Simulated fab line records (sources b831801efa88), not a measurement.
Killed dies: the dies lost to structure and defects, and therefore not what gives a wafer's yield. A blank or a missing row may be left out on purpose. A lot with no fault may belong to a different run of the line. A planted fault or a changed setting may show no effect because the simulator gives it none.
fab line records	flow gf180mcu
record lots=13	wafers=39	last-day=34
route steps=602 shown STI@13 NWELL@49 LVPWELL@64 MVSD@73
lots with no fault: from the same line, run without faults
start-h: hours from the record's first day to the start of the lot's first wafer shown	wait-h: hours elapsed since this lot's preceding step	" as in the row above	L1.1+2: several wafers, shown together as one row	- either no value or no given start	* or withheld: withheld	< > ~ a bound
route shown NAME@n: a module of which the file shows steps, and the number in the route of the first	usual: the fault-free wafers' mean and standard deviation	same: alike in all rows	chamber/n: place in a boat	sites: the reading at each site	_std_site: their standard deviation	_edge_site: the outer-site mean with the inner-site mean subtracted	radius-mm: how far each site lies from the wafer's centre	mask NAME#n: copy n	behind: the last tool/chamber to shape the wafer	hold: what put the lot on hold/how long, in hours/how the hold closed	device: which transistor (n, p or np) failed to switch	end of line: the route-end tests of the same wafers	where a step has no rows: the recipe by itself	killed: not the wafer's yield, but the dies lost to structure and defects at the first sort	map: per-die view of a wafer (x killed, . not killed, _ where there is no die)
set.NAME: the run value of the setting; set.NAME@STEP: its run value at that earlier step	model.NAME: the simulator's own value behind a step, which no gauge read
the route's steps for a sample of lots (tables are steps, rows are wafers)
services: a tool's chamber out of use, with start hour (start-h, from the record's first day; less than 0 if before it), hours out, and reason
## steps
# step GF_STI_CD_MEAS_12
# recipe target-cd-nm=220
# usual cd-nm=219.8/1.1
lot.wafer	tool	chamber	start-h	wait-h	cd-nm
L707.3	cd-sem-01	-	25.65	0.1	218.9
L707.5	"	-	"	"	217.5
L707.6	"	-	"	"	218.5
L709.4	cd-sem-02	-	36.48	0.1	219.7
L709.5	"	-	"	"	219.2
L709.6	"	-	"	"	219.7
L710.3	cd-sem-01	-	40.88	0.1	219.0
L710.5	"	-	"	"	219.4
L710.6	"	-	"	"	220.1
L712.2	cd-sem-02	-	51.81	0.1	218.3
L712.3	"	-	"	"	218.9
L712.4	"	-	"	"	219.3
L713.1	cd-sem-01	-	55.12	0.1	219.2
L713.2	"	-	"	"	219.1
L713.3	"	-	"	"	217.7
L714.2	cd-sem-01	-	60.99	0.1	222.0
L714.4	"	-	"	"	221.8
L714.6	"	-	"	"	223.1
L715.3	cd-sem-01	-	66.90	0.1	219.3
L715.4	"	-	"	"	219.4
L715.5	"	-	"	"	219.8
L716.1	cd-sem-01	-	72.19	0.1	219.8
L716.4	"	-	"	"	219.9
L716.6	"	-	"	"	219.2
L718.2	cd-sem-02	-	82.19	0.1	219.7
L718.3	"	-	"	"	221.9
L718.5	"	-	"	"	219.6
L719.1	cd-sem-01	-	87.22	0.1	219.1
L719.2	"	-	"	"	220.3
L719.6	"	-	"	"	219.4
L727.1	cd-sem-01	-	128.09	0.1	219.1
L727.3	"	-	"	"	220.2
L727.5	"	-	"	"	218.9
L728.1	cd-sem-01	-	133.77	0.1	219.0
L728.4	"	-	"	"	219.6
L728.5	"	-	"	"	219.2
L730.3	cd-sem-01	-	143.96	0.1	221.3
L730.5	"	-	"	"	221.5
L730.6	"	-	"	"	219.1
# step GF_NWELL_OVL_MEAS_07
# usual NWELL_OVL=-1.2/1.6
lot.wafer	tool	chamber	start-h	wait-h	NWELL_OVL[nm]
L707.3	overlay-01	-	55.55	-	0.3
L707.5	"	-	"	"	-4.7
L707.6	"	-	"	"	-2.6
L709.4	overlay-01	-	66.76	-	-1.0
L709.5	"	-	"	"	-1.3
L709.6	"	-	"	"	-1.8
L710.3	overlay-01	-	71.64	-	-2.5
L710.5	"	-	"	"	-2.5
L710.6	"	-	"	"	-1.5
L712.2	overlay-02	-	82.88	-	1.6
L712.3	"	-	"	"	-1.5
L712.4	"	-	"	"	-0.4
L713.1	overlay-01	-	87.47	-	-0.5
L713.2	"	-	"	"	-1.0
L713.3	"	-	"	"	-2.3
L714.2	overlay-01	-	92.70	-	-1.8
L714.4	"	-	"	"	-0.3
L714.6	"	-	"	"	-1.5
L715.3	overlay-01	-	99.27	-	0.7
L715.4	"	-	"	"	1.3
L715.5	"	-	"	"	1.3
L716.1	overlay-02	-	105.57	-	2.0
L716.4	"	-	"	"	1.3
L716.6	"	-	"	"	2.0
L718.2	overlay-01	-	116.85	-	-2.7
L718.3	"	-	"	"	-1.8
L718.5	"	-	"	"	-0.4
L719.1	overlay-02	-	120.21	-	-2.9
L719.2	"	-	"	"	-1.2
L719.6	"	-	"	"	-0.7
L727.1	overlay-01	-	165.24	-	-0.1
L727.3	"	-	"	"	-2.9
L727.5	"	-	"	"	-1.7
L728.1	overlay-02	-	171.27	-	-0.6
L728.4	"	-	"	"	-1.1
L728.5	"	-	"	"	-1.8
L730.3	overlay-02	-	180.34	-	-0.9
L730.5	"	-	"	"	-0.6
L730.6	"	-	"	"	-0.7
# step GF_NWELL_STRIP_10
# recipe chemistry=O2/N2	power-w=1400	pressure-mtorr=1500	platen-temp-c=250	o2-flow-sccm=3000	n2-flow-sccm=300	overash-fraction=0.5
# usual drypump-motor-current-A=5.6/0.48	heater-power-w=344/35	n2-flow-sccm=300.0/0.76	o2-flow-sccm=3001/8.3	oes-product-au=0.722/0.0041	strip-time-to-endpoint-s=36.93/0.096
lot.wafer	tool	chamber	start-h	wait-h	drypump-motor-current-A	heater-power-w	n2-flow-sccm	o2-flow-sccm	oes-product-au	rf-hours-counter-h	strip-time-to-endpoint-s
L707.3	plasma-asher-02	0	55.91	0.1	4.9	360	299.6	2997	0.726	-	37.07
L707.5	"	1	"	"	6.0	346	299.0	3010	0.714	-	37.03
L707.6	"	0	"	"	4.9	350	298.9	2999	0.718	-	36.88
L709.4	plasma-asher-04	0	67.11	0.1	5.7	286	300.4	2991	0.726	-	36.85
L709.5	"	0	"	"	5.8	289	299.8	3003	0.718	-	36.85
L709.6	"	1	"	"	5.1	316	298.3	3006	0.720	-	36.91
L710.3	plasma-asher-03	0	71.99	0.1	5.8	341	300.6	2997	0.723	-	36.92
L710.5	"	1	"	"	6.2	407	300.5	3003	0.718	-	36.84
L710.6	"	0	"	"	5.8	350	300.2	3007	0.723	-	36.83
L712.2	plasma-asher-02	1	83.21	0.1	6.0	353	301.1	2999	0.717	43	37.07
L712.3	"	1	"	"	6.0	355	299.6	2985	0.725	-	37.10
L712.4	"	0	"	"	4.9	357	299.7	2988	0.718	-	37.06
L713.1	plasma-asher-04	1	87.81	0.1	5.2	321	300.3	2983	0.726	29	36.97
L713.2	"	0	"	"	5.8	276	300.5	3016	0.724	29	37.06
L713.3	"	1	"	"	5.2	310	300.9	3003	0.726	-	37.13
L714.2	plasma-asher-03	1	93.03	0.1	6.2	407	298.5	3010	0.714	44	36.87
L714.4	"	1	"	"	6.2	411	299.4	2998	0.718	-	37.01
L714.6	"	0	"	"	5.8	338	299.8	2993	0.720	-	36.95
L715.3	plasma-asher-02	0	99.63	0.1	4.9	360	300.2	3002	0.718	-	36.93
L715.4	"	1	"	"	6.0	345	300.7	2998	0.724	-	36.91
L715.5	"	0	"	"	4.9	349	300.5	3002	0.719	-	36.93
L716.1	plasma-asher-03	0	105.91	0.1	5.8	343	299.7	3010	0.720	45	36.92
L716.4	"	0	"	"	5.8	339	299.9	3014	0.716	-	37.08
L716.6	"	1	"	"	6.2	416	301.1	3013	0.716	-	36.89
L718.2	plasma-asher-03	0	117.18	0.1	5.7	341	301.5	3013	0.965	47	-
L718.3	"	0	"	"	5.7	344	299.7	3023	0.962	-	-
L718.5	"	1	"	"	6.2	394	299.2	3007	0.965	-	-
L719.1	plasma-asher-02	0	120.54	0.1	4.9	365	299.0	3004	0.728	47	36.86
L719.2	"	1	"	"	6.0	348	300.0	3004	0.719	47	36.82
L719.6	"	0	"	"	4.9	356	300.3	3001	0.726	-	36.67
L727.1	plasma-asher-03	1	165.58	0.1	6.2	400	299.4	3001	0.721	52	36.82
L727.3	"	1	"	"	6.2	408	299.5	3002	0.721	-	36.86
L727.5	"	0	"	"	5.8	342	298.4	3013	0.727	-	36.83
L728.1	plasma-asher-02	0	171.61	0.1	4.9	364	298.7	2987	0.724	52	36.90
L728.4	"	0	"	"	4.9	360	300.0	3001	0.716	-	36.83
L728.5	"	1	"	"	6.0	351	299.9	2992	0.714	-	36.79
L730.3	plasma-asher-04	0	180.69	0.1	5.8	278	300.6	2991	0.720	-	36.85
L730.5	"	0	"	"	5.8	286	298.7	2993	0.723	-	36.77
L730.6	"	1	"	"	5.2	327	300.9	2995	0.718	-	36.91
# step GF_LVPWELL_STRIP_10
# recipe chemistry=O2/N2	power-w=1400	pressure-mtorr=1500	platen-temp-c=250	o2-flow-sccm=3000	n2-flow-sccm=300	overash-fraction=0.5
# usual drypump-motor-current-A=5.7/0.46	heater-power-w=352/31	n2-flow-sccm=300.0/0.99	o2-flow-sccm=2999/8.8	oes-product-au=0.722/0.0049	strip-time-to-endpoint-s=36.94/0.1
lot.wafer	tool	chamber	start-h	wait-h	drypump-motor-current-A	heater-power-w	n2-flow-sccm	o2-flow-sccm	oes-product-au	rf-hours-counter-h	strip-time-to-endpoint-s
L707.3	plasma-asher-02	0	69.24	0.1	4.9	355	299.7	2990	0.719	-	36.77
L707.5	"	1	"	"	6.0	344	299.3	2995	0.718	-	36.97
L707.6	"	0	"	"	4.9	364	300.3	2991	0.721	-	36.92
L709.4	plasma-asher-03	1	81.03	0.1	6.2	404	300.1	3005	0.725	-	36.65
L709.5	"	1	"	"	6.2	395	300.1	3006	0.721	-	36.60
L709.6	"	0	"	"	5.7	339	300.6	2990	0.726	-	36.69
L710.3	plasma-asher-03	1	86.29	0.1	6.2	399	301.5	3012	0.725	-	37.06
L710.5	"	0	"	"	5.8	349	299.6	3014	0.719	-	36.95
L710.6	"	1	"	"	6.3	399	300.2	3012	0.730	-	37.02
L712.2	plasma-asher-02	0	96.71	0.1	4.9	356	300.4	3005	0.725	44	36.89
L712.3	"	0	"	"	4.9	349	301.0	2999	0.723	-	36.94
L712.4	"	1	"	"	6.0	344	300.5	2998	0.728	-	36.98
L713.1	plasma-asher-01	1	102.74	0.1	5.6	300	299.6	2990	0.726	42	37.01
L713.2	"	0	"	"	5.2	343	300.6	3006	0.721	42	37.03
L713.3	"	1	"	"	5.6	302	299.8	3011	0.727	-	37.11
L714.2	plasma-asher-02	0	107.76	0.1	4.9	352	299.7	3009	0.736	45	37.00
L714.4	"	0	"	"	4.9	357	299.3	3011	0.715	-	36.91
L714.6	"	0	"	"	4.9	361	300.1	3014	0.722	-	36.93
L715.3	plasma-asher-03	0	114.89	0.1	5.7	339	298.1	3008	0.722	-	36.89
L715.4	"	1	"	"	6.3	406	299.1	3003	0.720	-	36.84
L715.5	"	0	"	"	5.8	340	299.5	2989	0.718	-	37.00
L716.1	plasma-asher-03	1	121.16	0.1	6.2	402	299.7	2997	0.730	47	36.99
L716.4	"	0	"	"	5.8	342	300.1	3007	0.715	-	36.90
L716.6	"	1	"	"	6.2	388	300.1	2994	0.724	-	36.93
L718.2	plasma-asher-02	0	132.84	0.1	4.9	363	300.9	2982	0.723	48	43.05
L718.3	"	0	"	"	4.9	359	301.6	2997	0.725	-	43.15
L718.5	"	1	"	"	6.0	344	299.9	3007	0.725	-	43.14
L719.1	plasma-asher-01	1	136.09	0.1	5.6	281	298.9	2977	0.716	2	37.00
L719.2	"	0	"	"	5.2	328	298.9	2999	0.729	2	37.05
L719.6	"	0	"	"	5.2	333	299.1	3012	0.726	-	36.88
L727.1	plasma-asher-02	1	182.56	0.1	6.0	338	299.1	3004	0.728	54	36.76
L727.3	"	1	"	"	6.0	346	300.9	2998	0.719	-	36.88
L727.5	"	0	"	"	4.9	355	299.9	3003	0.728	-	36.79
L728.1	plasma-asher-01	1	188.21	0.1	5.6	286	299.1	2992	0.724	6	36.85
L728.4	"	0	"	"	5.2	331	299.3	2992	0.716	-	36.99
L728.5	"	0	"	"	5.2	327	300.1	2988	0.725	-	37.01
L730.3	plasma-asher-02	1	198.14	0.1	6.0	350	299.6	3007	0.724	-	37.07
L730.5	"	1	"	"	6.0	349	300.0	3015	0.721	-	37.07
L730.6	"	0	"	"	4.9	364	300.4	2991	0.725	-	37.08
# step GF_LVPWELL_TW_MEAS_11
# usual LVPWELL_TW=557/4.5
lot.wafer	tool	chamber	start-h	wait-h	LVPWELL_TW
L707.3	film-metro-02	-	69.33	0.1	560
L707.5	"	-	"	"	559
L707.6	"	-	"	"	560
L709.4	film-metro-04	-	81.12	0.1	555
L709.5	"	-	"	"	554
L709.6	"	-	"	"	552
L710.3	film-metro-04	-	86.38	0.1	554
L710.5	"	-	"	"	552
L710.6	"	-	"	"	554
L712.2	film-metro-02	-	96.82	0.1	558
L712.3	"	-	"	"	562
L712.4	"	-	"	"	563
L713.1	film-metro-03	-	102.84	0.1	554
L713.2	"	-	"	"	554
L713.3	"	-	"	"	555
L714.2	film-metro-03	-	107.87	0.1	552
L714.4	"	-	"	"	551
L714.6	"	-	"	"	549
L715.3	film-metro-02	-	114.98	0.1	561
L715.4	"	-	"	"	559
L715.5	"	-	"	"	564
L716.1	film-metro-02	-	121.26	0.1	567
L716.4	"	-	"	"	564
L716.6	"	-	"	"	563
L718.2	film-metro-04	-	132.95	0.1	517
L718.3	"	-	"	"	516
L718.5	"	-	"	"	519
L719.1	film-metro-04	-	136.19	0.1	554
L719.2	"	-	"	"	557
L719.6	"	-	"	"	556
L727.1	film-metro-02	-	182.66	0.1	565
L727.3	"	-	"	"	566
L727.5	"	-	"	"	566
L728.1	film-metro-03	-	188.31	0.1	551
L728.4	"	-	"	"	553
L728.5	"	-	"	"	550
L730.3	film-metro-03	-	198.23	0.1	553
L730.5	"	-	"	"	552
L730.6	"	-	"	"	550
# step GF_MVSD_OVL_MEAS_07
# usual MVSD_OVL=0.6/1.2
lot.wafer	tool	chamber	start-h	wait-h	MVSD_OVL[nm]
L707.3	overlay-01	-	82.77	-	-1.3
L707.5	"	-	"	"	-0.7
L707.6	"	-	"	"	1.4
L709.4	overlay-01	-	95.14	-	-0.9
L709.5	"	-	"	"	-0.1
L709.6	"	-	"	"	-1.0
L710.3	overlay-02	-	100.22	-	0.6
L710.5	"	-	"	"	-0.4
L710.6	"	-	"	"	0.3
L712.2	overlay-01	-	111.43	-	1.3
L712.3	"	-	"	"	0.5
L712.4	"	-	"	"	-0.3
L713.1	overlay-01	-	117.54	-	-2.0
L713.2	"	-	"	"	1.5
L713.3	"	-	"	"	2.2
L714.2	overlay-01	-	122.71	-	-1.3
L714.4	"	-	"	"	-0.1
L714.6	"	-	"	"	2.4
L715.3	overlay-02	-	129.67	-	-0.7
L715.4	"	-	"	"	-1.7
L715.5	"	-	"	"	-1.0
L716.1	overlay-01	-	136.11	-	-0.4
L716.4	"	-	"	"	0.6
L716.6	"	-	"	"	-1.1
L718.2	overlay-02	-	147.53	-	2.6
L718.3	"	-	"	"	2.8
L718.5	"	-	"	"	2.6
L719.1	overlay-01	-	152.24	-	1.4
L719.2	"	-	"	"	1.2
L719.6	"	-	"	"	1.3
L727.1	overlay-01	-	200.01	-	2.0
L727.3	"	-	"	"	1.0
L727.5	"	-	"	"	0.8
L728.1	overlay-02	-	205.94	-	0.1
L728.4	"	-	"	"	0.1
L728.5	"	-	"	"	-0.2
L730.3	overlay-02	-	215.98	-	0.5
L730.5	"	-	"	"	0.1
L730.6	"	-	"	"	-1.3
## services
tool	chamber	start-h	hours	kind
plasma-asher-01	-	66.17	10.5	repair
plasma-asher-04	-	69.13	4.3	pm
plasma-asher-01	-	108.75	9.0	pm
plasma-asher-01	0	108.75	9.0	vent-cycle
plasma-asher-01	1	108.75	9.0	vent-cycle
plasma-asher-01	0	117.75	-	clean
plasma-asher-01	1	117.75	-	clean
plasma-asher-01	-	138.71	5.0	repair
plasma-asher-02	-	193.42	1.2	repair
## key
first-sign step=GF_NWELL_STRIP_10	reading=oes-product-au	direction=up	sigmas=59	usual=0.722	struck=0.964
effect step=GF_LVPWELL_STRIP_10	reading=strip-time-to-endpoint-s	direction=up	sigmas=61	usual=*	struck=*
effect step=GF_LVPWELL_TW_MEAS_11	reading=LVPWELL_TW	direction=down	sigmas=8.7	usual=557	struck=517
met-at GF_NWELL_STRIP_10
struck-lots L718
sort-left-out L718.2,L718.3,L718.5
tester-left-out L718
not-acting-at GF_STI_CD_MEAS_12,GF_NWELL_OVL_MEAS_07,GF_MVSD_OVL_MEAS_07
onset-between 105.91 117.18
fault kind=strip-aborted	tool=plasma-asher-03	chamber=-	onset-h=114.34	steps=GF_NWELL_STRIP_10	offset=0.44317	end-h=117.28
# tester-left-out: of these lots the tester's yield and bins aren't shown, on N5 and GAA mostly nor the transistor test; their killed dies are dies lost to structure and defects alone, not to doping, threshold or leakage, so they don't give the yield
# sort-left-out: the simulated sort isn't trusted on such a fault, so these wafers' sort isn't shown, and their yield isn't known
